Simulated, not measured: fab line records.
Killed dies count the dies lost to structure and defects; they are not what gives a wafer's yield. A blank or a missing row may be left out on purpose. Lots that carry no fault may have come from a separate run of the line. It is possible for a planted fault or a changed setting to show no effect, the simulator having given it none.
Which tool is to blame? -- flow gf180mcu -- 13 lots, 39 wafers sampled, at 3 steps of a route of 602

## WHAT EACH GAUGE READ, for each wafer
GF_VT_IMPLANT_TW_MEAS_21.
lot,measured,on,VT_IMPLANT_2_TW
L504,day 6 06:36,filmMetro-03,1227 1228 1226
L505,day 6 12:54,filmMetro-03,1221 1223 1223
L507,day 7 01:08,filmMetro-04,1225 1221 1222
L508,day 7 08:26,filmMetro-03,1217 1209 1210
L509,day 7 12:55,filmMetro-02,1232 1223 1231
L515,day 9 03:58,filmMetro-04,1279 1279 1276
L516,day 9 12:01,filmMetro-02,1281 1284 1283
L518,day 9 22:59,filmMetro-04,1208 1217 1219
L522,day 11 01:06,filmMetro-02,1215 1210 1212
L524,day 11 15:56,filmMetro-03,1230 1224 1226
L525,day 11 20:16,filmMetro-04,1208 1214 1216
L526,day 11 23:23,filmMetro-02,1220 1215 1222
L527,day 12 09:36,filmMetro-03,1228 1229 1218

GF_PSD_TW_MEAS_11.
lot,measured,on,PSD_TW
L504,day 14 06:34,filmMetro-04,3184 3181 3196
L505,day 14 16:41,filmMetro-02,3201 3178 3194
L507,day 15 07:23,filmMetro-02,3204 3185 3184
L508,day 15 17:42,filmMetro-03,3206 3189 3206
L509,day 15 21:11,filmMetro-03,3214 3206 3227
L515,day 18 04:58,filmMetro-03,3207 3226 3206
L516,day 18 14:00,filmMetro-02,3198 3199 3192
L518,day 19 05:44,filmMetro-04,3169 3175 3163
L522,day 20 15:07,filmMetro-02,3191 3199 3195
L524,day 21 11:58,filmMetro-03,3186 3177 3189
L525,day 21 16:40,filmMetro-02,3217 3199 3209
L526,day 21 20:50,filmMetro-04,3173 3167 3163
L527,day 22 07:28,filmMetro-02,3189 3189 3198

## WHAT TOOL EACH LOT RAN ON (gives the tool, then ch and the chambers of the sampled wafers, and finally the start)
lot,GF_VT_IMPLANT_IMPLANT_19
L504,"implanter-01 ch 0, day 6 06:22"
L505,"implanter-03 ch 0, day 6 12:39"
L507,"implanter-01 ch 0, day 7 00:55"
L508,"implanter-03 ch 0, day 7 08:11"
L509,"implanter-04 ch 0, day 7 12:40"
L515,"implanter-03 ch 0, day 9 03:43"
L516,"implanter-03 ch 0, day 9 11:46"
L518,"implanter-04 ch 0, day 9 22:44"
L522,"implanter-04 ch 0, day 11 00:51"
L524,"implanter-04 ch 0, day 11 15:41"
L525,"implanter-01 ch 0, day 11 20:02"
L526,"implanter-03 ch 0, day 11 23:08"
L527,"implanter-04 ch 0, day 12 09:22"
- GF_VT_IMPLANT_IMPLANT_19

## WHAT THE TOOLS THEMSELVES READ (means of the sampled wafers that have a number; where no wafer has one, the mark that the record gives instead)
GF_VT_IMPLANT_IMPLANT_19.
lot,tool,doseIonsCm2,faradayCurrentUA
L504,implanter-01,4.345e+12,24.5
L505,implanter-03,4.344e+12,23.9
L507,implanter-01,4.350e+12,24.8
L508,implanter-03,4.345e+12,24.5
L509,implanter-04,4.354e+12,24.3
L515,implanter-03,5.103e+12,29.1
L516,implanter-03,5.108e+12,28.6
L518,implanter-04,4.353e+12,24.1
L522,implanter-04,4.353e+12,24.7
L524,implanter-04,4.350e+12,24.4
L525,implanter-01,4.348e+12,24.5
L526,implanter-03,4.346e+12,24.2
L527,implanter-04,4.350e+12,24.6

## THE ANSWER, worked out from the rows above alone
Rule: the usual values come from the lots themselves. Put in order of their means at a reading, lots are off if they are a third of the lots or fewer, leave a main group of 4 or more, and stand apart from it by a gap of 3 or more times the standard deviation of the main group's means; of several such gaps the widest counts. The tables above print the reading to a certain number of digits; a main group whose means all agree to those digits is not used. Also off: a lot with no number at a reading for which 4 or more lots have one. All remaining lots with rows at the step are treated as sound. The gauges are gone through in route order, then the tools' own readings, and for those a lot's mean is taken as printed above. The first step at which some lot is off is used, and at that step the reading that is off furthest; a lot without a number counts as furthest.
Off: at GF_VT_IMPLANT_TW_MEAS_21 (VT_IMPLANT_2_TW), L515, L516. The main group has a mean of 1220 with a standard deviation of 6.1.
A tool fits if, at a process step before that reading, it ran every lot that is off, and no sound lot after the first of them. Not tried: the gauges at GF_VT_IMPLANT_TW_MEAS_21; whatever is off there is also off at GF_VT_IMPLANT_IMPLANT_19, on other tools, and gauge error can't account for it. No candidate that was tried fits.

## WHAT THE SIMULATOR HAD INSERTED
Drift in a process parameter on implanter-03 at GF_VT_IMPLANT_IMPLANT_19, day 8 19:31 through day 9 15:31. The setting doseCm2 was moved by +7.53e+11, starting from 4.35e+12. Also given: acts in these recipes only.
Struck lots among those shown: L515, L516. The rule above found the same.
